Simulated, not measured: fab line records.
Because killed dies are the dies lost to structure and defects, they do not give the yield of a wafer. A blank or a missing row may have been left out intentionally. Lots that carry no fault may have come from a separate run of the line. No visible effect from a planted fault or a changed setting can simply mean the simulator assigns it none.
Comparing a struck lot with a sound one :: flow sky130 :: 40 steps out of a route of 708
Sound: these wafers, L923.1, L923.2, L923.4. The struck wafers were L937.1, L937.5, L937.6. Last of all comes the cause.
For every step that has rows: the tool of each side, followed by ch and its chambers, followed by its first start. Under that, the readings that differ: sound wafers :: struck wafers :: difference of the means :: sigmas: that difference in standard deviations of wafers without a fault.
alike: a reading whose means differ by less than 2 such deviations, as well as words and numbers matching on both sides. not compared: withheld readings; readings where some wafer has no value; bounds like >300 that might hide an equal value; numbers whose values overlap and for which the record gives no deviation.
A row with sigmas, a row that says differs or no value, or rows on one side alone: a step with any of these is where the two part. Numbers that don't overlap but have no deviation are shown without sigmas and don't part them. A reading that every wafer of one side lacks parts them only if that side has two wafers or more.

first, 6 steps without rows for these wafers: SKY_METAL5_HMDS_08 (prime time 60 s); SKY_METAL5_COAT_09 (resist thk 1800 nm); SKY_METAL5_SOFTBAKE_10 (time 60 s); SKY_METAL5_EXPOSE_11 (exposes mask MM5, target cd 1600 nm); SKY_METAL5_PEB_12; SKY_METAL5_DEVELOP_13 (develop time 60 s).
SKY_METAL5_DESCUM_14: chemistry O2, time 11 s.
  sound on rie-metal-01 ch 0,1, day 45 22:40; struck on rie-metal-04 ch 0,1, day 49 00:11
  alike: drypump-motor-current-A, oes-product-au
  not compared: rf-hours-counter-h
SKY_METAL5_METAL_ETCH_15: etches the open film in Cl2/BCl3, stops on SiO2, target depth 1260 nm, time 252 s.
  sound on rie-metal-01 ch 0,1, day 45 22:43; struck on rie-metal-04 ch 0,1, day 49 00:13
  alike: drypump-motor-current-A, oes-product-au, throttle-valve-pct
  not compared: rf-hours-counter-h
then, 4 steps without rows for these wafers: SKY_METAL5_STRIP_16 (strips in O2/N2); SKY_METAL5_STRIP_17 (strips in post etch residue remover, time 1200 s); SKY_METAL5_CLEAN_18 (cleans in IPA, time 180 s); SKY_METAL5_CLEAN_19 (cleans in O3/DIW).
SKY_PASSIVATION_CVD_00: deposits SiO2, target thk 90 nm.
  sound on pecvd-02 ch 1,2, day 45 23:32; struck on pecvd-01 ch 1,2, day 49 01:07
  alike: heater-power-w, susceptor-temp-C
SKY_PASSIVATION_THK_MEAS_01:
  sound on film-metro-01, day 45 23:34; struck on film-metro-04, day 49 01:08
reading: PASSIVATION_CVD_00_THK (nm)
sound: 87.5 87.1 88.5
struck: 91.4 92.1 92.3
difference: +4.2
sigmas: +4
SKY_PASSIVATION_CVD_02: deposits Si3N4, target thk 540 nm.
  sound on pecvd-03 ch 0,2, day 45 23:38; struck on pecvd-03 ch 1,2, day 49 01:12
  alike: heater-power-w, susceptor-temp-C
SKY_PASSIVATION_THK_MEAS_03:
  sound on film-metro-02, day 45 23:52; struck on film-metro-02, day 49 01:26
  alike: PASSIVATION_CVD_02_THK
then, 16 steps without rows for these wafers: SKY_PASSIVATION_DEHYDRATE_04 (time 60 s); SKY_PASSIVATION_HMDS_05 (prime time 60 s); SKY_PASSIVATION_COAT_06 (resist thk 3000 nm); SKY_PASSIVATION_SOFTBAKE_07; SKY_PASSIVATION_EXPOSE_08 (exposes mask NSM, target cd 3000 nm); SKY_PASSIVATION_PEB_09; SKY_PASSIVATION_DEVELOP_10 (develop time 60 s); SKY_PASSIVATION_ETCH_11 (etches the open film in CF4/O2, stops on AlCu, target depth 725 nm, time 161.1 s); SKY_PASSIVATION_STRIP_12 (strips in O2/N2); SKY_PAD_OPEN_DEHYDRATE_00 (time 60 s); SKY_PAD_OPEN_HMDS_01 (prime time 60 s); SKY_PAD_OPEN_COAT_02 (resist thk 3037 nm); SKY_PAD_OPEN_SOFTBAKE_03; SKY_PAD_OPEN_EXPOSE_04 (exposes mask PDM, target cd 60000 nm); SKY_PAD_OPEN_PEB_05; SKY_PAD_OPEN_DEVELOP_06 (develop time 60 s).
SKY_PAD_OPEN_ETCH_07: etches the open film in CF4/O2, stops on AlCu, target depth 725 nm, time 161.1 s.
  sound on rie-diel-02 ch 0,1,2, day 47 17:31; struck on rie-diel-02 ch 0,1,2, day 50 11:44
  alike: drypump-motor-current-A, oes-product-au, throttle-valve-pct
  not compared: rf-hours-counter-h
SKY_PAD_OPEN_STRIP_08: strips in O2/N2.
  sound on plasma-asher-03 ch 0,1, day 47 17:37; struck on plasma-asher-04 ch 0,1, day 50 11:50
  alike: drypump-motor-current-A, oes-product-au, strip-time-to-endpoint-s
  not compared: rf-hours-counter-h
then, 4 steps without rows for these wafers: SKY_PAD_OPEN_STRIP_09 (strips in post etch residue remover, time 1200 s); SKY_PAD_OPEN_CLEAN_10 (cleans in IPA, time 180 s); SKY_PAD_OPEN_CLEAN_11 (cleans in O3/DIW); SKY_PAD_OPEN_ANNEAL_12.
SKY_PAD_OPEN_BOW_MEAS_13:
  sound on film-metro-03, day 47 19:43; struck on film-metro-03, day 50 14:16
  alike: PAD_OPEN_BOW
SKY_PAD_OPEN_PROBE_99:
  sound on prober-01, day 47 19:50; struck on prober-02, day 50 14:23
reading: killed-at-other
sound: 2 3 0
struck: 24 67 24
difference: +37
sigmas: +54

reading: sort_bin_3_pad_short (%)
sound: 1.0 1.4 1.0
struck: 1.2 4.3 2.2
difference: +1.4
sigmas: +4
  alike: defect-limited-yield, killed_at_M0_to_M3, killed_at_M4_up, killed-at-contacts, killed-at-front-end, killed-dies, killed-open, killed-short, sort_bin_5_function, sort_bin_6_memory, sort-n-pass, sort-yield-pct
  not compared: model.etest.tester.sort-n-pass, model.etest.tester.sort-yield-pct, model.etest.tester.sort_bin_5_pct, model.etest.tester.sort_bin_3_pct

WHERE THEY PART
Earliest at SKY_PASSIVATION_THK_MEAS_01; latest, in this record, at SKY_PAD_OPEN_PROBE_99.

WHY: whatever the simulator had introduced
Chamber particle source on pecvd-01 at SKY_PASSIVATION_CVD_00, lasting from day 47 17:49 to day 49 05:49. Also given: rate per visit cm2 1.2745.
